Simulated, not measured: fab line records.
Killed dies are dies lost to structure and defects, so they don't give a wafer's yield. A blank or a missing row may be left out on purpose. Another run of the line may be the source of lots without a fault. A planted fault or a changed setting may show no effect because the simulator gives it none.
The same fault as seen by 2 desks + flow sky130 + each desk has only its own numbers; what lay behind them comes last

== FROM THE METROLOGY DESK ==
Lot by lot, what the gauges showed, no matter which tool ran the lot: averages of those sampled wafers that carry a number. A lot is out of limits, marked OUT, if its mean lies more than 4 standard deviations from the usual mean; the brackets give that distance.
Columns: A = cd-nm at SKY_FIELD_ISO_CD_MEAS_13, usual 150.4 nm; B = DNWELL_TW at SKY_DNWELL_TW_MEAS_09, usual 1121
| lot  | first seen here | A     | B                    |
|------|-----------------|-------|----------------------|
| L391 | day 2 21:17     | 149.7 | 1121                 |
| L393 | day 3 06:41     | 152.2 | 1119                 |
| L394 | day 3 14:44     | 151.3 | 1127                 |
| L395 | day 3 18:10     | 149.0 | 1121                 |
| L396 | day 3 21:37     | 149.9 | 1123                 |
| L397 | day 4 02:30     | 151.8 | 1129                 |
| L403 | day 5 10:07     | 149.6 | 30 (-99 or more) OUT |
| L404 | day 5 17:11     | 151.8 | 30 (-99 or more) OUT |
| L405 | day 5 21:17     | 152.6 | 30 (-99 or more) OUT |
| L406 | day 6 03:10     | 148.8 | 1131                 |
| L407 | day 6 08:20     | 148.5 | 1109                 |
| L408 | day 6 13:41     | 152.4 | 1111                 |
| L409 | day 6 20:17     | 150.2 | 1127                 |
| L410 | day 7 01:08     | 150.4 | 1120                 |
| L411 | day 7 05:52     | 150.0 | 1118                 |
This desk finds L403, L404, L405 out of limits, with the earliest case on L403 at day 6 15:14 (DNWELL_TW at SKY_DNWELL_TW_MEAS_09). Within limits: L391, L393, L394, L395, L396, L397, L406, L407, L408, L409, L410, L411.

== DESK OF THE TOOL OWNER: iline-stepper-02 ==
The tool's own readings at SKY_DNWELL_EXPOSE_04 (exposes mask DNM, target cd 3000 nm): means of the sampled wafers that have a number, for each lot that ran on this tool. A lot is out of limits, marked OUT, if its mean lies more than 4 standard deviations from the usual mean; the brackets give that distance.
Columns: A = exposure-dose-mJ-cm2 at SKY_DNWELL_EXPOSE_04, usual 222.00; B = focus-offset-nm at SKY_DNWELL_EXPOSE_04, usual 0.1 nm
| lot  | first seen here | A      | B    |
|------|-----------------|--------|------|
| L391 | day 3 14:23     | 221.57 | -0.0 |
| L393 | day 3 23:36     | 222.05 | -0.1 |
| L396 | day 4 12:44     | 221.92 | 0.5  |
| L407 | day 7 02:38     | 221.90 | 0.2  |
| L408 | day 7 06:46     | 222.08 | 0.4  |
| L409 | day 7 13:28     | 221.89 | -0.9 |
This desk's verdict: no lot among the 6 shows anything out of limits.

== TAKEN TOGETHER ==
At day 6 15:14 the metrology desk could have sounded an alarm, on L403, L404, L405.
Nothing out of limits was seen by the tool owner's desk.
The tool owner's desk has no number on record for L403, L404, L405.
On iline-stepper-02, each named lot ran SKY_DNWELL_EXPOSE_04.

== WHAT THE SIMULATOR PUT IN ==
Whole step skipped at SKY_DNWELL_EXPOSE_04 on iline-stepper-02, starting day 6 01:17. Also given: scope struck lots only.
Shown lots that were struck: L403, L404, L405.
Per desk, hours elapsed from the start of the fault to the first reading out of limits: for the metrology desk, 14.
